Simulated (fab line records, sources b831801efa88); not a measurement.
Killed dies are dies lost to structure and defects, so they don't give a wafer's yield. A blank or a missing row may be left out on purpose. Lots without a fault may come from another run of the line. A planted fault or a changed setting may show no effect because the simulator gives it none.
fab line records | flow sky130
record lots=7 wafers=20 last_day=50
route steps=708 shown SD_P@359 RES_XHIGH@360 SALICIDE@361 LI_CONTACT@362 PAD_OPEN@708
lots that met no fault: from a run of the same line without faults
start_h: hours from the record's first day to the start of the lot's first wafer shown | wait_h: hours since the lot's step before | " the same as in the row above | L1.1+2: a row that stands for several wafers | - no value, or no start given | * or withheld: withheld | < > ~ a bound
route shown NAME@n: a module of which the file shows steps, and the number in the route of the first | usual: mean/standard deviation of fault-free wafers | same: alike in all rows | chamber/n: place in a boat | sites: the reading at each site | _std_site: their standard deviation | _edge_site: outer sites' mean less inner sites' | radius_mm: how far each site lies from the wafer's centre | mask NAME#n: copy n | behind: the tool/chamber that last shaped the wafer | hold: why the lot was held/for how many hours/how that ended | device: the transistor (n, p or np) that didn't switch | end of line: the same wafers' tests at the end of the route | a step without rows: its recipe alone | killed: dies lost to structure and defects at the first sort, not the wafer's yield | map: a wafer's dies, x killed, . not, _ none there
set.NAME: the setting as run; set.NAME@STEP: as run at that earlier step | model.NAME: the simulator's own value behind a step, which no gauge read
lots at some steps of the route; a table a step, a row a wafer
services: from which hour (start_h, from the record's first day; less than 0 if before it) a tool's chamber was out of use, for how many hours, and why
## steps
# step SKY_SD_N_RS_MEAS_17
# recipe thk_meas_gauge=four-point-probe
# usual SD_P_RS=147.0/0.39
# columns lot.wafer tool chamber start_h wait_h SD_P_RS[ohm/sq]
L400.4 film_metro-02 - 637.05 0.1 146.7
L400.5 " - " " 146.7
L400.6 " - " " 147.0
L403.2 film_metro-02 - 691.79 0.1 148.0
L403.4 " - " " 147.7
L403.5 " - " " 147.6
L407.2 film_metro-03 - 704.44 0.1 146.2
L407.3 " - " " 146.7
L407.6 " - " " 147.3
L408.2 film_metro-02 - 706.98 0.1 147.3
L408.3 " - " " 147.0
L408.4 " - " " 147.5
L409.2 film_metro-04 - 715.59 0.1 147.3
L409.6 " - " " 147.3
L411.2 film_metro-03 - 742.19 0.1 147.3
L411.3 " - " " 147.4
L411.6 " - " " 147.0
L420.1 film_metro-03 - 812.59 0.1 146.9
L420.2 " - " " 146.9
L420.4 " - " " 146.8
# step SKY_SD_N_RS_MEAS_18
# recipe thk_meas_gauge=four-point-probe
# usual RES_XHIGH_RS=332.9/0.96
# columns lot.wafer tool chamber start_h wait_h RES_XHIGH_RS[ohm/sq]
L400.4 film_metro-02 - 637.17 0.1 332.9
L400.5 " - " " 333.0
L400.6 " - " " 333.0
L403.2 film_metro-02 - 691.91 0.1 334.2
L403.4 " - " " 335.8
L403.5 " - " " 334.6
L407.2 film_metro-03 - 704.56 0.1 332.4
L407.3 " - " " 332.1
L407.6 " - " " 332.6
L408.2 film_metro-02 - 707.10 0.1 332.5
L408.3 " - " " 332.7
L408.4 " - " " 333.1
L409.2 film_metro-04 - 715.71 0.1 334.5
L409.6 " - " " 334.7
L411.2 film_metro-03 - 742.31 0.1 334.1
L411.3 " - " " 333.8
L411.6 " - " " 334.4
L420.1 film_metro-03 - 812.71 0.1 333.6
L420.2 " - " " 333.0
L420.4 " - " " 332.5
# step SKY_SALICIDE_CLEAN_00
# recipe chemistry=HF-last time_s=30 dilution=100:1 dry=ipa_marangoni
# step SKY_LI_CONTACT_HDPCVD_00
# recipe material=PSG target_thk_nm=930 sigma_open_frac=0.3 time_s=155 temp_c=600 sih4_flow_sccm=60 pressure_mtorr=6
# step SKY_LI_CONTACT_THK_MEAS_01
# recipe reads=PSG_of_LI_CONTACT_HDPCVD_00
# usual LI_CONTACT_HDPCVD_THK=931/8.3
# columns lot.wafer tool chamber start_h wait_h LI_CONTACT_HDPCVD_THK[nm]
L400.4 film_metro-03 - 637.43 0.1 932
L400.5 " - " " 929
L400.6 " - " " 940
L403.2 film_metro-02 - 692.19 0.1 922
L403.4 " - " " 917
L403.5 " - " " 931
L407.2 film_metro-03 - 704.79 0.1 936
L407.3 " - " " 918
L407.6 " - " " 923
L408.2 film_metro-03 - 707.33 0.1 919
L408.3 " - " " 920
L408.4 " - " " 922
L409.2 film_metro-04 - 715.94 0.1 941
L409.6 " - " " 932
L411.2 film_metro-02 - 742.54 0.1 932
L411.3 " - " " 926
L411.6 " - " " 926
L420.1 film_metro-04 - 812.95 0.1 934
L420.2 " - " " 927
L420.4 " - " " 932
# step SKY_LI_CONTACT_CMP_02
# recipe material=PSG down_force_psi=4 platen_rpm=60 pad_velocity_m_s=0.94248
# usual head_pressure_psi=4.000/0.0093 motor_current_A=11.9/1 platen_rpm=60.00/0.04 slurry_flow_ml_min=150.1/0.5 time_to_endpoint_s=33.6/2.1
# columns lot.wafer tool chamber start_h wait_h head_pressure_psi motor_current_A platen_rpm slurry_flow_ml_min time_to_endpoint_s
L400.4 cmp-02 0 637.56 0.1 4.007 13.1 60.15 149.5 35.0
L400.6 " 2 " " 3.997 11.6 59.98 149.9 32.2
L400.5 " 3 " " 4.005 10.6 59.99 150.7 32.9
L403.2 cmp-02 0 693.14 0.9 3.993 11.6 59.98 150.4 35.7
L403.4 " 1 " " 4.006 13.7 60.03 150.2 33.4
L403.5 " 2 " " 3.978 12.1 59.98 149.5 33.0
L407.3 cmp-02 0 704.84 0.0 4.015 12.3 59.95 150.8 35.1
L407.2 " 1 " " 3.997 13.1 60.00 150.0 34.8
L407.6 " 0 " " 3.997 12.1 59.97 150.0 36.0
L408.2 cmp-01 2 707.43 0.1 3.983 11.4 60.01 150.3 30.5
L408.3 " 3 " " 4.012 10.7 60.02 150.1 31.6
L408.4 " 0 " " 3.993 11.5 60.04 150.1 29.4
L409.2 cmp-02 2 715.99 0.0 3.994 11.4 60.03 150.7 34.5
L409.6 " 2 " " 4.010 11.4 59.97 151.2 34.3
L411.2 cmp-02 3 742.64 0.1 3.990 11.2 59.97 151.0 31.9
L411.3 " 0 " " 3.992 12.3 60.07 150.0 31.5
L411.6 " 3 " " 4.005 11.5 59.99 150.6 29.1
L420.2 cmp-02 0 813.01 0.0 4.004 12.5 60.06 149.9 31.0
L420.4 " 2 " " 4.009 11.5 60.00 149.4 32.1
L420.1 " 3 " " 3.995 11.5 59.98 150.6 34.3
# step SKY_LI_CONTACT_BOW_MEAS_03
# recipe mode=bow
# usual LI_CONTACT_BOW=55/6.4
# columns lot.wafer tool chamber start_h wait_h LI_CONTACT_BOW[um]
L400.4 film_metro-02 - 637.82 0.2 52
L400.5 " - " " 51
L400.6 " - " " 57
L403.2 film_metro-02 - 693.36 0.2 53
L403.4 " - " " 42
L403.5 " - " " 70
L407.2 film_metro-02 - 705.16 0.2 58
L407.3 " - " " 44
L407.6 " - " " 55
L408.2 film_metro-02 - 707.70 0.2 63
L408.3 " - " " 49
L408.4 " - " " 47
L409.2 film_metro-04 - 716.31 0.3 60
L409.6 " - " " 48
L411.2 film_metro-03 - 742.91 0.2 50
L411.3 " - " " 54
L411.6 " - " " 59
L420.1 film_metro-03 - 813.31 0.1 59
L420.2 " - " " 70
L420.4 " - " " 61
# step SKY_LI_CONTACT_DEHYDRATE_04
# recipe temp_c=200 time_s=60
# step SKY_LI_CONTACT_HMDS_05
# recipe prime_time_s=60 prime_temp_c=120
# step SKY_LI_CONTACT_COAT_06
# recipe resist=BARC temp_c=withheld time_s=withheld spin_rpm=3000 resist_thk_nm=60
# step SKY_LI_CONTACT_COAT_07
# recipe resist=KrF-thick spin_rpm=3000 resist_thk_nm=450
# step SKY_LI_CONTACT_SOFTBAKE_08
# recipe temp_c=100 time_s=90 resist=KrF-thick
# step SKY_LI_CONTACT_EXPOSE_09
# recipe mask_id=LICM1 na=0.8 source_shape=annular sigma_inner=0.55 sigma_outer=0.85 target_cd_nm=170 dose_mj=38
# columns lot.wafer tool chamber start_h wait_h mask
L400.4+5+6 krf_scanner-02 0 652.61 - LICM1#0
L403.2+4+5 krf_scanner-01 0 707.11 - LICM1#0
L407.2+3+6 krf_scanner-01 0 719.50 - LICM1#0
L408.2+3+4 krf_scanner-01 0 721.86 - LICM1#0
L409.2+6 krf_scanner-01 0 730.33 - LICM1#0
L411.2+3+6 krf_scanner-01 0 756.08 - LICM1#0
L420.1+2+4 krf_scanner-01 0 827.00 - LICM1#0
# step SKY_LI_CONTACT_PEB_10
# recipe peb_temp_c=withheld peb_time_s=withheld resist=KrF-thick
# step SKY_LI_CONTACT_DEVELOP_11
# recipe develop_time_s=60 resist=KrF-thick dev_temp_c=21
# step SKY_LI_CONTACT_CD_MEAS_12
# recipe target_cd_nm=170
# usual cd_nm=170.2/1.4
# columns lot.wafer tool chamber start_h wait_h hold cd_nm
L400.4 cd_sem-02 - 665.80 - - 170.7
L400.5 " - " " - 171.0
L400.6 " - " " - 169.7
L403.2 cd_sem-02 - 721.06 - - 171.2
L403.4 " - " " - 171.0
L403.5 " - " " - 172.3
L407.2 cd_sem-01 - 733.25 - - 170.3
L407.3 " - " " - 170.8
L407.6 " - " " - 171.0
L408.2 cd_sem-01 - 734.80 - await_dispo/0.2h/release 144.2
L408.3 " - " " await_dispo/0.2h/release 171.0
L408.4 " - " " await_dispo/0.2h/release 170.4
L408.2 cd_sem-01 - 735.22 0.4 - 144.0
L408.3 " - " " - 170.8
L408.4 " - " " - 170.4
L409.2 cd_sem-02 - 744.08 - await_dispo/0.2h/release 143.2
L409.6 " - " " await_dispo/0.2h/release 142.2
L409.2 cd_sem-02 - 744.36 0.3 - 143.9
L409.6 " - " " - 142.6
L411.2 cd_sem-02 - 769.50 - await_dispo/0.2h/release 141.6
L411.3 " - " " await_dispo/0.2h/release 170.5
L411.6 " - " " await_dispo/0.2h/release 143.0
L411.2 cd_sem-02 - 769.78 0.3 - 141.7
L411.3 " - " " - 170.5
L411.6 " - " " - 143.0
L420.1 cd_sem-02 - 839.74 - - 169.5
L420.2 " - " " - 170.2
L420.4 " - " " - 170.8
# step SKY_LI_CONTACT_OVL_MEAS_13
# usual LI_CONTACT_OVL=-4/4.6
# columns lot.wafer tool chamber start_h wait_h hold LI_CONTACT_OVL[nm]
L400.4 overlay-02 - 665.87 0.1 - -11
L400.5 " - " " - -10
L400.6 " - " " - -6
L403.2 overlay-02 - 721.16 0.1 - -9
L403.4 " - " " - -6
L403.5 " - " " - -7
L407.2 overlay-02 - 733.35 0.1 - -7
L407.3 " - " " - -8
L407.6 " - " " - -9
L408.2 overlay-02 - 741.80 6.6 await_dispo/6.5h/release -7
L408.3 " - " " await_dispo/6.5h/release -13
L408.4 " - " " await_dispo/6.5h/release -9
L409.2 overlay-01 - 747.49 3.1 await_dispo/3.0h/release -5
L409.6 " - " " await_dispo/3.0h/release -1
L411.2 overlay-01 - 770.52 0.7 await_dispo/0.6h/release -9
L411.3 " - " " await_dispo/0.6h/release 0
L411.6 " - " " await_dispo/0.6h/release 2
L420.1 overlay-01 - 839.86 0.1 - -1
L420.2 " - " " - -3
L420.4 " - " " - -4
# step SKY_LI_CONTACT_ETCH_14
# recipe chemistry=N2/H2 target=BARC ion_energy_ev=200 source_w=500 bias_w=100 pressure_mtorr=30 n2_flow_sccm=100 h2_flow_sccm=200 stop_on=SiO2 time_s=45.9 target_depth_a=600
# usual drypump_motor_current_A=5.9/0.45 oes_product_au=0.855/0.0049 throttle_valve_pct=13.226/0.0089
# columns lot.wafer tool chamber start_h wait_h drypump_motor_current_A oes_product_au rf_hours_counter_h throttle_valve_pct model.LI_CONTACT.cd_nm
L400.4 rie_diel-02 2 665.89 0.0 5.7 0.851 11 13.231 170.4
L400.5 " 3 " " 5.6 0.856 - 13.226 170.9
L400.6 " 2 " " 5.7 0.851 - 13.232 170.1
L403.2 rie_diel-03 3 721.19 0.0 6.0 0.866 12 13.240 170.7
L403.4 " 0 " " 5.8 0.857 22 13.213 170.8
L403.5 " 2 " " 5.4 0.858 - 13.237 173.1
L407.2 rie_diel-04 3 733.38 0.0 6.6 0.852 3 13.222 170.8
L407.3 " 0 " " 6.4 0.861 36 13.217 170.1
L407.6 " 3 " " 6.6 0.857 - 13.223 170.5
L408.2 rie_diel-02 2 741.83 0.0 5.7 0.857 13 13.221 144
L408.3 " 1 " " 5.0 0.851 8 13.209 171
L408.4 " 3 " " 5.5 0.857 10 13.232 170
L409.2 rie_diel-04 0 747.52 0.0 6.5 0.849 36 13.236 143.3
L409.6 " 3 " " 6.6 0.862 - 13.224 142.3
L411.2 rie_diel-03 0 770.55 0.0 5.8 0.847 23 13.220 141.6
L411.3 " 3 " " 5.9 0.856 13 13.224 170.5
L411.6 " 0 " " 5.8 0.853 - 13.240 142.4
L420.1 rie_diel-04 0 839.89 0.0 6.4 0.847 1 13.239 168.9
L420.2 " 1 " " 6.2 0.848 6 13.229 169.6
L420.4 " 3 " " 6.6 0.858 6 13.219 170.6
# step SKY_LI_CONTACT_ETCH_15
# recipe target=PSG chemistry=C4F8/O2/Ar stop_on=Si taper_deg=4.15 mask_material=KrF-thick source_w=1500 bias_w=1200 pressure_mtorr=40 c4f8_flow_sccm=withheld O2_flow_sccm=6 Ar_flow_sccm=300 time_s=withheld target_depth_a=6000
# usual oes_product_au=0.837/0.0044
# columns lot.wafer tool chamber start_h wait_h oes_product_au model.LI_CONTACT.cd_nm
L400.4 rie_diel-02 2 665.94 0.0 0.833 170.9
L400.5 " 3 " " 0.829 171.1
L400.6 " 2 " " 0.835 170.2
L403.2 rie_diel-03 3 721.24 0.0 0.841 170
L403.4 " 0 " " 0.836 170.6
L403.5 " 2 " " 0.824 172.8
L407.2 rie_diel-04 3 733.42 0.0 0.837 171
L407.3 " 0 " " 0.834 169.8
L407.6 " 3 " " 0.833 170.3
L408.2 rie_diel-02 2 741.87 0.0 0.836 144.2
L408.3 " 1 " " 0.844 171
L408.4 " 3 " " 0.827 169.9
L409.2 rie_diel-04 0 747.57 0.0 0.834 142.9
L409.6 " 3 " " 0.838 142.1
L411.2 rie_diel-03 0 770.59 0.0 0.829 141.4
L411.3 " 3 " " 0.832 170
L411.6 " 0 " " 0.843 142.6
L420.1 rie_diel-04 0 839.94 0.0 0.836 168.3
L420.2 " 1 " " 0.839 170
L420.4 " 3 " " 0.838 171
# step SKY_LI_CONTACT_STRIP_16
# recipe chemistry=O2/N2 power_w=1400 pressure_mtorr=1500 platen_temp_c=withheld o2_flow_sccm=3000 n2_flow_sccm=300 overash_fraction=0.5
# usual drypump_motor_current_A=5.7/0.54 oes_product_au=0.377/0.0046 strip_time_to_endpoint_s=3.51/0.031
# columns lot.wafer tool chamber start_h wait_h drypump_motor_current_A oes_product_au rf_hours_counter_h strip_time_to_endpoint_s
L400.4 plasma_asher-04 0 666.05 - 6.1 0.371 - 3.49
L400.5 " 0 " " 6.1 0.374 - 3.50
L400.6 " 1 " " 5.2 0.364 - 3.47
L403.2 plasma_asher-02 1 721.32 - 5.2 0.378 29 3.50
L403.4 " 0 " " 6.1 0.368 - 3.51
L403.5 " 1 " " 5.1 0.376 - 3.55
L407.2 plasma_asher-01 1 733.51 - 6.5 0.376 103 3.45
L407.3 " 0 " " 5.3 0.380 - 3.50
L407.6 " 0 " " 5.3 0.371 - 3.47
L408.2 plasma_asher-02 0 742.14 - 6.1 0.382 31 3.50
L408.3 " 1 " " 5.1 0.378 - 3.57
L408.4 " 0 " " 6.1 0.378 - 3.53
L409.2 plasma_asher-04 0 747.65 - 6.1 0.383 94 3.55
L409.6 " 0 " " 6.2 0.377 - 3.50
L411.2 plasma_asher-04 1 770.67 - 5.2 0.378 96 3.50
L411.3 " 1 " " 5.2 0.378 - 3.52
L411.6 " 1 " " 5.1 0.376 - 3.49
L420.1 plasma_asher-01 1 840.02 - 6.5 0.381 9 3.52
L420.2 " 0 " " 5.3 0.379 9 3.53
L420.4 " 1 " " 6.5 0.376 - 3.43
# step SKY_PAD_OPEN_PROBE_99
# usual killed_at_M0_to_M3=43/7.2 killed_at_M4_up=3.3/1.8 killed_at_contacts=23/5.5 killed_at_front_end=16/5.1 killed_at_other=0.4/0.65 killed_dies=85/10 killed_open=46/7.1 killed_short=38/7.2
# same gross_dies=492 killed_at_back_side=0
# columns lot.wafer tool chamber start_h wait_h hold killed_at_M0_to_M3 killed_at_M4_up killed_at_contacts killed_at_front_end killed_at_other killed_dies killed_open killed_short
L400.4 prober-02 - 1068.73 0.2 - 31 6 26 23 0 86 53 33
L400.5 prober-02 - 1068.78 0.2 - 45 2 25 14 1 87 41 46
L400.6 prober-02 - 1068.83 0.2 - 43 4 26 16 1 90 49 40
L403.2 prober-02 - 1105.87 0.1 - 52 6 22 11 0 91 47 44
L403.4 prober-02 - 1105.97 0.2 - 43 5 25 12 1 86 43 43
L403.5 prober-02 - 1106.02 0.2 - 59 6 21 15 0 101 56 43
L407.2 prober-02 - 1117.93 0.1 - 45 2 19 21 0 87 42 43
L407.3 prober-02 - 1117.98 0.2 - 45 2 16 11 0 74 45 29
L407.6 prober-02 - 1118.13 0.2 - 43 2 28 10 0 83 41 41
L408.2 prober-01 - 1118.38 0.1 await_dispo/3.5h/release 40 6 120 19 0 185 44 44
L408.3 prober-01 - 1118.43 0.2 await_dispo/3.5h/release 47 1 21 13 1 83 49 34
L408.4 prober-01 - 1118.48 0.2 await_dispo/3.5h/release 41 6 24 18 1 90 60 29
L409.2 prober-02 - 1123.03 0.1 await_dispo/1.8h/release 44 4 154 14 0 216 49 39
L409.6 prober-02 - 1123.23 0.2 await_dispo/1.8h/release 63 6 128 16 0 213 52 59
L411.2 prober-02 - 1142.86 0.1 await_dispo/2.2h/release 51 7 159 13 2 232 45 48
L411.3 prober-02 - 1142.91 0.2 await_dispo/2.2h/release 37 4 21 9 1 72 38 34
L411.6 prober-02 - 1143.06 0.2 await_dispo/2.2h/release 33 4 184 20 0 241 42 39
L420.1 prober-02 - 1189.35 0.1 - 47 7 22 10 1 87 41 46
L420.2 prober-02 - 1189.40 0.1 - 50 2 21 16 0 89 56 32
L420.4 prober-02 - 1189.50 0.2 - 34 2 21 19 0 76 47 27
# killed by level:class
L400.4 LI_CONTACT:geometric_particle:open=11 POLY_GATE:geometric_particle:open=8 VIA2:geometric_particle:open=7 CONTACT:geometric_particle:open=6 VIA3:geometric_particle:open=5 FIELD_ISO:geometric_particle:open=4 FIELD_ISO:geometric_particle:short=4 LOCAL_INTERCONNECT:geometric_particle:short=4
L400.5 CONTACT:geometric_particle:open=10 CONTACT:geometric_particle:short=9 METAL1:geometric_particle:short=8 VIA3:geometric_particle:open=8 VIA1:geometric_particle:open=7 FIELD_ISO:geometric_particle:short=5 VIA1:geometric_particle:short=5 VIA3:geometric_particle:short=5
L400.6 VIA1:geometric_particle:open=12 LI_CONTACT:geometric_particle:open=7 CONTACT:geometric_particle:open=7 VIA3:geometric_particle:open=6 METAL1:geometric_particle:short=5 VIA2:geometric_particle:short=5 FIELD_ISO:geometric_particle:open=4 LI_CONTACT:geometric_particle:short=4
L403.2 VIA3:geometric_particle:open=10 VIA2:geometric_particle:open=9 CONTACT:geometric_particle:open=7 METAL2:geometric_particle:short=7 VIA1:geometric_particle:open=6 LI_CONTACT:geometric_particle:open=5 CONTACT:geometric_particle:short=5 METAL1:geometric_particle:short=5
L403.4 VIA1:geometric_particle:open=14 CONTACT:geometric_particle:open=9 METAL2:geometric_particle:short=7 LI_CONTACT:geometric_particle:open=7 LI_CONTACT:geometric_particle:short=5 VIA3:geometric_particle:open=4 METAL1:geometric_particle:short=4 VIA1:geometric_particle:short=4
L403.5 VIA1:geometric_particle:open=19 VIA1:geometric_particle:short=9 CONTACT:geometric_particle:open=6 LI_CONTACT:geometric_particle:open=6 METAL1:geometric_particle:short=6 VIA3:geometric_particle:open=6 VIA3:geometric_particle:short=5 VIA2:geometric_particle:open=5
L407.2 VIA1:geometric_particle:open=12 METAL3:geometric_particle:short=8 CONTACT:geometric_particle:open=7 VIA3:geometric_particle:open=7 METAL2:geometric_particle:short=5 POLY_GATE:geometric_particle:open=4 POLY_GATE:geometric_particle:short=4 LOCAL_INTERCONNECT:geometric_particle:short=4
L407.3 VIA1:geometric_particle:open=13 VIA3:geometric_particle:open=8 POLY_GATE:geometric_particle:open=6 CONTACT:geometric_particle:open=5 VIA1:geometric_particle:short=5 VIA2:geometric_particle:open=4 METAL1:geometric_particle:short=4 VIA3:geometric_particle:short=4
L407.6 VIA1:geometric_particle:open=8 VIA3:geometric_particle:open=7 CONTACT:geometric_particle:open=7 CONTACT:geometric_particle:short=6 LOCAL_INTERCONNECT:geometric_particle:short=6 VIA2:geometric_particle:open=6 LI_CONTACT:geometric_particle:open=5 LI_CONTACT:geometric_particle:short=4
L408.2 LI_CONTACT:area_expose=97 METAL1:geometric_particle:short=9 VIA1:geometric_particle:open=8 POLY_GATE:geometric_particle:short=7 CONTACT:geometric_particle:short=7 CONTACT:geometric_particle:open=7 LI_CONTACT:geometric_particle:open=5 VIA2:geometric_particle:open=5
L408.3 VIA1:geometric_particle:open=14 CONTACT:geometric_particle:open=10 CONTACT:geometric_particle:short=7 POLY_GATE:geometric_particle:open=6 VIA2:geometric_particle:open=6 VIA3:geometric_particle:open=6 METAL1:geometric_particle:short=4 VIA1:geometric_particle:short=4
L408.4 CONTACT:geometric_particle:open=13 VIA1:geometric_particle:open=11 POLY_GATE:geometric_particle:open=6 VIA2:geometric_particle:open=6 POLY_GATE:geometric_particle:short=5 LI_CONTACT:geometric_particle:open=5 VIA3:geometric_particle:open=5 CONTACT:geometric_particle:short=4
L409.2 LI_CONTACT:area_expose=126 VIA1:geometric_particle:open=11 VIA2:geometric_particle:open=9 CONTACT:geometric_particle:open=9 METAL2:geometric_particle:short=9 LI_CONTACT:geometric_particle:open=8 POLY_GATE:geometric_particle:short=6 LOCAL_INTERCONNECT:geometric_particle:short=4
L409.6 LI_CONTACT:area_expose=101 LI_CONTACT:geometric_particle:open=12 VIA3:geometric_particle:open=11 METAL1:geometric_particle:short=9 METAL2:geometric_particle:short=8 VIA1:geometric_particle:open=7 CONTACT:geometric_particle:short=7 VIA2:geometric_particle:open=7
L411.2 LI_CONTACT:area_expose=139 VIA1:geometric_particle:open=11 METAL1:geometric_particle:short=7 VIA3:geometric_particle:open=7 METAL4:geometric_particle:short=6 LI_CONTACT:geometric_particle:open=6 FIELD_ISO:geometric_particle:open=5 VIA1:geometric_particle:short=5
L411.3 VIA1:geometric_particle:open=9 LI_CONTACT:geometric_particle:open=6 CONTACT:geometric_particle:open=6 CONTACT:geometric_particle:short=5 METAL2:geometric_particle:short=5 VIA2:geometric_particle:open=5 LOCAL_INTERCONNECT:geometric_particle:short=4 METAL1:geometric_particle:short=4
L411.6 LI_CONTACT:area_expose=160 CONTACT:geometric_particle:open=10 VIA1:geometric_particle:open=8 FIELD_ISO:geometric_particle:open=7 METAL1:geometric_particle:short=7 LI_CONTACT:geometric_particle:open=6 POLY_GATE:geometric_particle:short=5 VIA3:geometric_particle:short=5
L420.1 METAL1:geometric_particle:short=11 CONTACT:geometric_particle:open=10 VIA1:geometric_particle:open=9 VIA3:geometric_particle:open=6 METAL2:geometric_particle:short=6 LOCAL_INTERCONNECT:geometric_particle:short=5 POLY_GATE:geometric_particle:short=4 VIA1:geometric_particle:short=4
L420.2 VIA1:geometric_particle:open=16 CONTACT:geometric_particle:open=8 VIA3:geometric_particle:open=8 VIA2:geometric_particle:open=7 POLY_GATE:geometric_particle:open=5 LI_CONTACT:geometric_particle:open=5 LOCAL_INTERCONNECT:geometric_particle:short=4 METAL1:geometric_particle:short=4
L420.4 VIA1:geometric_particle:open=15 CONTACT:geometric_particle:open=7 LI_CONTACT:geometric_particle:open=6 FIELD_ISO:geometric_particle:open=5 LOCAL_INTERCONNECT:geometric_particle:short=5 VIA2:geometric_particle:open=5 FIELD_ISO:geometric_particle:short=3 SPACER:geometric_particle:open=3
# map L408.2 (x killed, . not)
__________.x........_________
________x....xx...x..._______
______....x.x.x..x.xxx.x_____
_____.......x......x...xx____
____..x..x.....x..x.......___
___....x.x....xxxxxxxx.....__
__..x..x.xxxxxx..xx.x...x..._
_.....x.x.x.xxx..xxxxxx.x....
_.........xxxx.xxxx.x....x...
_..x....xx.xx....xxxx.xxx....
_..x...xxxxxxxxx..xxxxx.x....
_....x..xxx..xxx.x.x.x.x.xx..
_..x.....xxxxxxxxxx..x..x....
_x..x.x..xx.x.xxxxxx.xx......
_...x.....xx.xxx...x.xx..x.x.
__...x..x...x..xx.xx........_
___.....xx.xx..xxxxxxx..x..__
____x.x.....xxx...........___
_____.....x.xxxx.....x...____
______...x...xxxxx......_____
________..x....x.....x_______
__________.........x_________
# map L409.2 (x killed, . not)
__________x.x......._________
________.....x........_______
______...........xx..xx._____
_____.....xx..x.x..xx....____
____..x.x.xxx.x...........___
___.....xxxx.x.x.xx.x.xxx..__
__x...xx.x.x.xxxxxx.x..x..x._
_.....xxx.xxxxxxx.xxx.xx.....
_........xxxxx.xxxx.xx.x.x...
_.x...x.xx..xxxxxx.xxx..xx...
_x....xxx.xxx.xx..xxx..xx..xx
_..x..x.xx..xxxxx..x.x..x....
_..xxxxx.xxxxxxxxxxx.x.....x.
_.x.x.xx.x.xx.xxxxx.x...x...x
_....x.x.xxx.x.x.xxxxxxx.xx..
__..x...xx.xxxxxx..x........_
___.xx.xx..xxx.x..xx....x.x__
____x.x...x..x..x..x.x...x___
_____.......x.xxx..x..x.x____
______.xx..x.xx..x......_____
________..xx.x...x.x.x_______
__________x...x....._________
## services
# columns tool chamber start_h hours kind
cmp-02 - 615.87 1.5 repair
cmp-02 - 626.88 8.0 pm
plasma_asher-01 - 630.91 2.2 repair
cmp-01 - 633.88 0.6 repair
krf_scanner-01 - 648.80 1.0 pm
krf_scanner-01 - 688.40 1.3 pm
cmp-02 - 690.84 1.6 repair
plasma_asher-01 - 697.30 2.8 pm
rie_diel-04 - 701.96 28.1 pm
plasma_asher-04 - 714.39 14.6 pm
rie_diel-02 0 716.25 9.9 repair
plasma_asher-01 - 733.75 9.0 pm
krf_scanner-01 - 758.36 0.8 pm
krf_scanner-01 - 763.96 0.5 repair
plasma_asher-01 - 772.12 1.7 repair
plasma_asher-01 - 784.90 2.1 repair
plasma_asher-04 - 793.98 1.0 repair
rie_diel-02 - 799.46 1.2 repair
krf_scanner-01 - 803.68 3.1 repair
krf_scanner-01 - 816.79 1.0 pm
rie_diel-04 3 823.25 2.8 repair
rie_diel-04 2 825.06 14.3 repair
plasma_asher-01 - 837.05 2.1 repair
rie_diel-02 2 838.16 132.0 repair
## key
first_sign step=SKY_LI_CONTACT_CD_MEAS_12 reading=visit direction=added
effect step=SKY_LI_CONTACT_CD_MEAS_12 reading=cd_nm direction=down sigmas=20 usual=170.2 struck=142.8
effect step=SKY_PAD_OPEN_PROBE_99 reading=killed_at_contacts direction=up sigmas=23 usual=23 struck=149
model_effect step=SKY_LI_CONTACT_ETCH_14 value=LI_CONTACT.cd_nm without=170 struck=142.7
model_effect step=SKY_LI_CONTACT_ETCH_15 value=LI_CONTACT.cd_nm without=169.9 struck=142.7
more_kills_born_at SKY_LI_CONTACT_EXPOSE_09@krf_scanner-01=623
met_at SKY_LI_CONTACT_EXPOSE_09
struck_wafers L408.2,L409.2,L409.6,L411.2,L411.6
tester_left_out L408,L409,L411
onset_between 719.50 721.86
fault kind=process_parameter_drift tool=krf_scanner-01 chamber=- onset_h=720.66 steps=SKY_LI_CONTACT_EXPOSE_09 channel=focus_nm offset=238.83 shape=step end_h=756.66 scope=struck_wafers_only
# tester_left_out: of these lots the tester's yield and bins aren't shown, on N5 and GAA mostly nor the transistor test; their killed dies are dies lost to structure and defects alone, not to doping, threshold or leakage, so they don't give the yield
